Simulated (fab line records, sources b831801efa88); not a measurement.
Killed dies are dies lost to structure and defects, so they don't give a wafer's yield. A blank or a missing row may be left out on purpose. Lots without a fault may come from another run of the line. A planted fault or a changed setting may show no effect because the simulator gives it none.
Chamber matching | flow gf180mcu | GF_MIM_CVD_05 on pecvd-03: 3 sister chambers
The step deposits Si3N4, target thk 42 nm, time 29.77 s. 6 wafers are shown with their chamber, then 8 later ones without.

WAFERS WITH THEIR CHAMBER
wafer  | chamber | heater_power_w (W) | heater_power_outer_w (W)
L657.6 | 2       | 594                | 346
L660.6 | 2       | 564                | 312
L664.2 | 1       | 622                | 329
L664.4 | 0       | 638                | 382
L664.5 | 1       | 635                | 337
L665.1 | 0       | 594                | 350

WAFERS WITHOUT THEIR CHAMBER
wafer  | heater_power_w (W) | heater_power_outer_w (W)
L665.4 | 545                | 290
L665.6 | 585                | 300
L668.2 | 582                | 326
L668.5 | 567                | 333
L668.6 | 583                | 323
L674.2 | 621                | 372
L674.3 | 545                | 297
L674.4 | 548                | 306

WHICH CHAMBER EACH WENT THROUGH
wafer  | from the rows above     | in truth
L665.4 | can't be placed: 2 or 1 | 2
L665.6 | can't be placed: 2 or 1 | 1
L668.2 | can't be placed: 2 or 1 | 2
L668.5 | 2                       | 2
L668.6 | can't be placed: 2 or 1 | 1
L674.2 | can't be placed: 0 or 1 | 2
L674.3 | can't be placed: 2 or 1 | 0
L674.4 | 2                       | 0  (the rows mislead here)
Placed correctly: 1 of 8. Can't be placed from these rows: 6 (the true chamber is among the candidates in 4). Placed wrongly: 1.
How it was worked out, from the rows above alone: a wafer's distance from a chamber is the root of the sum, over the readings, of the square of ((its reading less the chamber's mean) divided by the reading's scatter). The wafer belongs to the nearest chamber; if the next one is less than 2 further off, it can't be placed. A chamber's mean is the mean of its shown wafers. The scatter: the root of (the sum of the squares of (reading less its chamber's mean) over the shown wafers, divided by (wafers less chambers)).
